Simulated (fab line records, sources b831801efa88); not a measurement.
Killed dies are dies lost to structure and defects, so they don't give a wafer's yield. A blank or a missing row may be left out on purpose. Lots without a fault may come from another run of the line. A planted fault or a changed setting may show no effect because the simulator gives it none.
fab line records | flow sky130
record lots=5 wafers=15 last_day=50
route steps=708 shown POLY_GATE@217 PAD_OPEN@708
lots that met no fault: from a run of the same line without faults
start_h: hours from the record's first day to the start of the lot's first wafer shown | wait_h: hours since the lot's step before | " the same as in the row above | L1.1+2: a row that stands for several wafers | - no value, or no start given | * or withheld: withheld | < > ~ a bound
route shown NAME@n: a module of which the file shows steps, and the number in the route of the first | usual: mean/standard deviation of fault-free wafers | same: alike in all rows | chamber/n: place in a boat | sites: the reading at each site | _std_site: their standard deviation | _edge_site: outer sites' mean less inner sites' | radius_mm: how far each site lies from the wafer's centre | mask NAME#n: copy n | behind: the tool/chamber that last shaped the wafer | hold: why the lot was held/for how many hours/how that ended | device: the transistor (n, p or np) that didn't switch | end of line: the same wafers' tests at the end of the route | a step without rows: its recipe alone | killed: dies lost to structure and defects at the first sort, not the wafer's yield | map: a wafer's dies, x killed, . not, _ none there
set.NAME: the setting as run; set.NAME@STEP: as run at that earlier step | model.NAME: the simulator's own value behind a step, which no gauge read
lots at some steps of the route; a table a step, a row a wafer
services: from which hour (start_h, from the record's first day; less than 0 if before it) a tool's chamber was out of use, for how many hours, and why
## steps
# step SKY_POLY_GATE_CVD_03
# recipe material=Si3N4 precursor=DCS/NH3 target_thk_nm=75 temp_c=770 time_s=1290 pressure_mtorr=250
# step SKY_POLY_GATE_THK_MEAS_04
# recipe reads=Si3N4_of_POLY_GATE_CVD_03
# usual POLY_GATE_CVD_03_THK=74.6/0.75
# columns lot.wafer tool chamber start_h wait_h POLY_GATE_CVD_03_THK[nm]
L276.1 film_metro-02 - 398.05 0.0 74.9
L276.2 " - " " 75.3
L276.5 " - " " 75.5
L278.2 film_metro-04 - 427.35 0.0 73.6
L278.3 " - " " 73.7
L278.5 " - " " 73.8
L287.2 film_metro-02 - 506.66 0.0 74.4
L287.3 " - " " 75.1
L287.4 " - " " 73.8
L290.2 film_metro-03 - 537.25 0.0 74.5
L290.4 " - " " 74.5
L290.5 " - " " 73.8
L292.3 film_metro-02 - 550.93 0.0 74.5
L292.5 " - " " 73.4
L292.6 " - " " 73.8
# step SKY_POLY_GATE_DEHYDRATE_05
# recipe temp_c=200 time_s=60
# step SKY_POLY_GATE_HMDS_06
# recipe prime_time_s=60 prime_temp_c=120
# step SKY_POLY_GATE_COAT_07
# recipe resist=BARC temp_c=withheld time_s=withheld spin_rpm=3000 resist_thk_nm=110
# step SKY_POLY_GATE_COAT_08
# recipe resist=KrF-thick spin_rpm=3000 resist_thk_nm=450
# step SKY_POLY_GATE_SOFTBAKE_09
# recipe temp_c=100 time_s=90 resist=KrF-thick
# step SKY_POLY_GATE_EXPOSE_10
# recipe mask_id=P1M na=0.68 source_shape=conventional sigma_outer=0.6 target_cd_nm=150 dose_mj=28
# step SKY_POLY_GATE_PEB_11
# recipe peb_temp_c=withheld peb_time_s=withheld resist=KrF-thick
# step SKY_POLY_GATE_DEVELOP_12
# recipe develop_time_s=60 resist=KrF-thick dev_temp_c=21
# step SKY_POLY_GATE_CD_MEAS_13
# recipe target_cd_nm=150
# usual cd_nm=150.1/1.3
# columns lot.wafer tool chamber start_h wait_h cd_nm
L276.1 cd_sem-02 - 428.40 - 150.9
L276.2 " - " " 150.5
L276.5 " - " " 150.9
L278.2 cd_sem-01 - 458.85 - 148.1
L278.3 " - " " 149.6
L278.5 " - " " 151.3
L287.2 cd_sem-01 - 537.15 - 148.5
L287.3 " - " " 149.9
L287.4 " - " " 149.7
L290.2 cd_sem-02 - 566.85 - 150.2
L290.4 " - " " 149.5
L290.5 " - " " 149.4
L292.3 cd_sem-02 - 580.72 - 149.4
L292.5 " - " " 148.7
L292.6 " - " " 148.4
# step SKY_POLY_GATE_OVL_MEAS_14
# usual POLY_GATE_OVL=-6/6.6
# columns lot.wafer tool chamber start_h wait_h POLY_GATE_OVL[nm]
L276.1 overlay-01 - 428.52 0.1 0
L276.2 " - " " 0
L276.5 " - " " 3
L278.2 overlay-01 - 458.96 0.1 -1
L278.3 " - " " -11
L278.5 " - " " -14
L287.2 overlay-02 - 537.26 0.1 -11
L287.3 " - " " -17
L287.4 " - " " -14
L290.2 overlay-01 - 566.96 0.1 -9
L290.4 " - " " -8
L290.5 " - " " -6
L292.3 overlay-02 - 580.81 0.1 3
L292.5 " - " " -7
L292.6 " - " " -10
# step SKY_POLY_GATE_ETCH_15
# recipe chemistry=N2/H2 target=BARC ion_energy_ev=200 source_w=500 bias_w=100 pressure_mtorr=30 n2_flow_sccm=100 h2_flow_sccm=200 stop_on=SiO2 time_s=118.5 target_depth_a=1100
# usual bias_w=100.02/0.3 drypump_motor_current_A=5.6/0.4 oes_product_au=0.717/0.0052 rf_fwd_power_W=496.9/1.8 throttle_valve_pct=13.210/0.0086
# columns lot.wafer tool chamber start_h wait_h bias_w drypump_motor_current_A oes_product_au rf_fwd_power_W rf_hours_counter_h throttle_valve_pct model.KrF-thick_of_POLY_GATE_COAT_08.thk_nm model.SiO2_of_SONOS_ONO_CVD_04.thk_nm
L276.1 rie_diel-01 2 428.56 0.0 99.58 5.8 0.724 494.8 11 13.212 345.2 4.268
L276.2 " 1 " " 99.76 5.1 0.716 494.2 35 13.202 343.9 4.267
L276.5 " 2 " " 99.80 5.8 0.720 494.9 - 13.197 343.9 4.237
L278.2 rie_diel-01 1 458.99 0.0 99.88 5.1 0.716 494.8 35 13.223 343.5 4.142
L278.3 " 2 " " 100.31 5.7 0.714 496.8 11 13.216 345.1 4.24
L278.5 " 1 " " 100.22 5.1 0.706 494.5 - 13.201 343.7 4.273
L287.2 rie_diel-01 1 537.29 0.0 99.85 5.0 0.714 493.8 37 13.221 344.2 4.24
L287.3 " 0 " " 114.15 5.8 0.717 498.1 72 13.219 340.8 3.884
L287.4 " 2 " " 100.07 5.8 0.720 494.2 - 13.211 342.5 4.199
L290.2 rie_diel-02 3 566.99 0.0 100.18 5.5 0.711 498.0 2 13.222 345.6 4.215
L290.4 " 1 " " 99.65 6.0 0.707 496.7 59 13.218 345 4.269
L290.5 " 0 " " 99.75 5.1 0.717 498.7 - 13.216 346.4 4.158
L292.3 rie_diel-04 2 580.84 0.0 99.91 5.8 0.717 498.1 59 13.208 341.9 4.171
L292.5 " 3 " " 99.80 6.2 0.718 496.3 - 13.206 344.3 4.13
L292.6 " 2 " " 99.71 5.8 0.712 494.4 - 13.197 342.5 4.225
# step SKY_POLY_GATE_ETCH_16
# recipe stop_on=poly-Si chemistry=CH3F/O2 target=Si3N4 source_w=400 bias_w=80 pressure_mtorr=25 ch3f_flow_sccm=40 O2_flow_sccm=30 time_s=147.5 target_depth_a=750
# usual bias_w=80.01/0.24 drypump_motor_current_A=5.6/0.41 oes_product_au=0.638/0.0054 rf_fwd_power_W=398.0/1.5 throttle_valve_pct=10.537/0.01
# columns lot.wafer tool chamber start_h wait_h bias_w drypump_motor_current_A oes_product_au rf_fwd_power_W rf_hours_counter_h throttle_valve_pct
L276.1 rie_diel-01 2 428.64 0.0 80.10 5.8 0.640 396.3 11 10.543
L276.2 " 1 " " 79.95 5.1 0.646 394.5 35 10.542
L276.5 " 2 " " 79.94 5.7 0.642 397.5 - 10.525
L278.2 rie_diel-01 1 459.07 0.0 79.69 5.1 0.637 396.2 35 10.506
L278.3 " 2 " " 79.80 5.8 0.633 398.4 11 10.526
L278.5 " 1 " " 79.92 5.1 0.636 396.9 - 10.549
L287.2 rie_diel-01 1 537.37 0.0 79.95 5.1 0.636 398.3 37 10.527
L287.3 " 0 " " 80.06 5.8 0.640 399.2 72 10.535
L287.4 " 2 " " 79.65 5.7 0.627 396.1 - 10.545
L290.2 rie_diel-02 3 567.07 0.0 79.92 5.5 0.638 399.9 2 10.532
L290.4 " 1 " " 79.48 6.0 0.630 398.4 59 10.544
L290.5 " 0 " " 79.95 5.1 0.641 398.6 - 10.529
L292.3 rie_diel-04 2 580.92 0.0 79.92 5.8 0.637 399.0 59 10.527
L292.5 " 3 " " 80.24 6.2 0.635 398.9 - 10.540
L292.6 " 2 " " 79.88 5.8 0.630 398.1 - 10.531
# step SKY_POLY_GATE_ETCH_17
# recipe target_depth_nm=180 stop_on=SiO2 over_etch_frac=0.56667 chemistry=HBr/Cl2 target=poly-Si icp_w=400 bias_w=100 pressure_mtorr=10 HBr_flow_sccm=150 Cl2_flow_sccm=50 time_s=70.5
# usual bias_w=100.01/0.29 drypump_motor_current_A=5.6/0.46 oes_product_au=0.985/0.0067 rf_fwd_power_W=396.6/1.5 throttle_valve_pct=33.684/0.0091
# columns lot.wafer tool chamber start_h wait_h bias_w drypump_motor_current_A oes_product_au rf_fwd_power_W rf_hours_counter_h throttle_valve_pct model.KrF-thick_of_POLY_GATE_COAT_08.thk_nm
L276.1 rie_si-02 2 428.74 0.0 100.25 6.0 0.996 395.4 1 33.672 141.8
L276.2 " 0 " " 99.65 5.9 0.993 398.0 4 33.681 139.9
L276.5 " 1 " " 100.65 5.2 0.989 396.0 - 33.690 140.2
L278.2 rie_si-01 0 459.17 0.0 100.06 5.8 0.992 395.6 7 33.690 136.4
L278.3 " 1 " " 99.61 5.8 0.992 394.9 2 33.681 139.7
L278.5 " 1 " " 99.95 5.8 0.969 396.9 - 33.667 137.5
L287.2 rie_si-01 3 537.47 0.0 100.36 5.2 0.987 396.3 4 33.688 139.3
L287.3 " 0 " " 99.92 5.8 0.982 398.5 7 33.691 137.8
L287.4 " 2 " " 100.23 6.3 0.986 397.1 27 33.690 137
L290.2 rie_si-02 0 567.17 0.0 99.51 5.9 0.989 399.2 5 33.682 140.1
L290.4 " 2 " " 100.05 6.0 0.992 395.8 2 33.684 140.1
L290.5 " 3 " " 100.38 4.8 0.983 397.8 - 33.695 143.1
L292.3 rie_si-01 1 581.02 0.0 100.21 5.8 0.985 396.8 2 33.696 137.2
L292.5 " 0 " " 99.73 5.8 0.993 396.3 - 33.696 138.1
L292.6 " 3 " " 99.64 5.2 0.981 393.7 - 33.684 138.8
# step SKY_POLY_GATE_STRIP_18
# recipe chemistry=O2/N2 power_w=1400 pressure_mtorr=1500 platen_temp_c=withheld o2_flow_sccm=3000 n2_flow_sccm=300 overash_fraction=0.5
# usual drypump_motor_current_A=5.79/0.26 oes_product_au=0.361/0.0047 strip_time_to_endpoint_s=3.162/0.027
# columns lot.wafer tool chamber start_h wait_h drypump_motor_current_A oes_product_au rf_hours_counter_h strip_time_to_endpoint_s
L276.1 plasma_asher-04 1 428.80 0.0 6.12 0.358 31 3.192
L276.2 " 0 " " 5.59 0.357 31 3.161
L276.5 " 0 " " 5.61 0.361 - 3.176
L278.2 plasma_asher-04 1 459.22 0.0 6.09 0.356 34 3.121
L278.3 " 0 " " 5.56 0.362 - 3.157
L278.5 " 0 " " 5.55 0.358 - 3.151
L287.2 plasma_asher-01 0 537.52 0.0 5.61 0.358 70 3.155
L287.3 " 1 " " 5.83 0.365 - 3.157
L287.4 " 0 " " 5.59 0.360 - 3.122
L290.2 plasma_asher-03 0 567.22 0.0 6.11 0.365 12 3.151
L290.4 " 1 " " 5.41 0.363 - 3.161
L290.5 " 0 " " 6.10 0.363 - 3.199
L292.3 plasma_asher-04 0 581.11 0.1 5.57 0.363 - 3.130
L292.5 " 1 " " 6.10 0.366 - 3.159
L292.6 " 0 " " 5.54 0.363 - 3.163
# step SKY_PAD_OPEN_PROBE_99
# usual killed_at_M0_to_M3=43/6.4 killed_at_M4_up=3.1/2 killed_at_contacts=24/5.2 killed_at_front_end=15/4.3 killed_at_other=0.2/0.48 killed_dies=85/9.7 killed_open=47/6.9 killed_short=38/6.7
# same gross_dies=492 killed_at_back_side=0
# columns lot.wafer tool chamber start_h wait_h killed_at_M0_to_M3 killed_at_M4_up killed_at_contacts killed_at_front_end killed_at_other killed_dies killed_open killed_short
L276.1 prober-01 - 1123.71 0.1 41 3 15 12 0 71 39 32
L276.2 prober-01 - 1123.76 0.1 45 3 20 7 0 75 40 35
L276.5 prober-01 - 1123.91 0.2 43 4 19 13 0 79 41 38
L278.2 prober-02 - 1143.17 0.1 46 4 12 16 0 78 43 35
L278.3 prober-02 - 1143.22 0.2 38 2 17 20 0 77 41 36
L278.5 prober-02 - 1143.32 0.2 42 9 28 15 0 94 53 41
# killed by level:class
L276.1 VIA1:geometric_particle:open=10 CONTACT:geometric_particle:open=9 VIA2:geometric_particle:open=8 POLY_GATE:geometric_particle:short=6 METAL1:geometric_particle:short=6 LI_CONTACT:geometric_particle:open=4 METAL2:geometric_particle:short=4 FIELD_ISO:geometric_particle:open=3
L276.2 VIA1:geometric_particle:open=10 CONTACT:geometric_particle:open=7 METAL1:geometric_particle:short=7 LI_CONTACT:geometric_particle:open=6 VIA3:geometric_particle:open=6 CONTACT:geometric_particle:short=5 VIA3:geometric_particle:short=5 VIA1:geometric_particle:short=4
L276.5 VIA1:geometric_particle:open=9 METAL2:geometric_particle:short=8 CONTACT:geometric_particle:open=6 VIA3:geometric_particle:open=6 VIA1:geometric_particle:short=5 VIA3:geometric_particle:short=5 LI_CONTACT:geometric_particle:open=4 LOCAL_INTERCONNECT:geometric_particle:short=4
L278.2 VIA2:geometric_particle:open=11 VIA1:geometric_particle:open=10 VIA3:geometric_particle:open=9 FIELD_ISO:geometric_particle:open=5 POLY_GATE:geometric_particle:short=5 LOCAL_INTERCONNECT:geometric_particle:short=4 VIA1:geometric_particle:short=4 METAL4:geometric_particle:short=4
L278.3 VIA3:geometric_particle:open=8 FIELD_ISO:geometric_particle:open=7 VIA1:geometric_particle:open=7 METAL2:geometric_particle:short=6 LOCAL_INTERCONNECT:geometric_particle:short=5 CONTACT:geometric_particle:open=5 METAL1:geometric_particle:short=5 VIA2:geometric_particle:open=5
L278.5 VIA1:geometric_particle:open=11 CONTACT:geometric_particle:open=9 CONTACT:geometric_particle:short=6 LI_CONTACT:geometric_particle:open=6 VIA3:geometric_particle:open=6 VIA2:geometric_particle:open=5 METAL4:geometric_particle:short=5 FIELD_ISO:geometric_particle:open=4
## services
# columns tool chamber start_h hours kind
rie_diel-04 3 414.83 3.2 repair
plasma_asher-03 - 421.25 9.0 pm
plasma_asher-01 - 423.40 14.6 pm
rie_diel-02 3 427.87 - clean
rie_diel-02 3 427.87 18.2 scheduled_down
rie_diel-02 3 427.87 18.2 vent_cycle
rie_si-01 3 434.30 4.3 repair
plasma_asher-01 - 455.26 1.8 repair
rie_si-01 2 465.03 1.8 repair
rie_diel-02 3 475.15 8.9 repair
rie_si-02 3 480.70 - clean
rie_si-02 3 480.70 16.4 scheduled_down
rie_si-02 3 480.70 16.4 vent_cycle
rie_si-01 3 483.88 10.8 repair
plasma_asher-03 - 509.29 15.6 pm
rie_diel-01 3 536.87 5.9 repair
rie_diel-04 2 550.82 4.5 repair
rie_si-02 0 552.02 5.5 repair
rie_diel-01 - 562.21 2.4 repair
plasma_asher-01 - 562.90 8.4 repair
rie_si-02 1 567.97 - clean
rie_si-02 1 567.97 19.6 scheduled_down
rie_si-02 1 567.97 19.6 vent_cycle
rie_diel-04 0 577.27 9.1 repair
## key
first_sign step=SKY_POLY_GATE_ETCH_15 reading=bias_w direction=up sigmas=48 usual=100.02 struck=114.15
effect none on later readings
model_effect step=SKY_POLY_GATE_ETCH_15 value=KrF-thick_of_POLY_GATE_COAT_08.thk_nm without=344.4 struck=340.8
model_effect step=SKY_POLY_GATE_ETCH_17 value=KrF-thick_of_POLY_GATE_COAT_08.thk_nm without=141.4 struck=137.8
met_at SKY_POLY_GATE_ETCH_15
struck_wafers L287.3
tester_left_out L287
fault kind=process_parameter_drift tool=rie_diel-01 chamber=0 onset_h=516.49 steps=SKY_POLY_GATE_ETCH_15 channel=bias_w offset=13.649 shape=step end_h=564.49 acts_in=these_recipes_only stated=100
# tester_left_out: of these lots the tester's yield and bins aren't shown, on N5 and GAA mostly nor the transistor test; their killed dies are dies lost to structure and defects alone, not to doping, threshold or leakage, so they don't give the yield
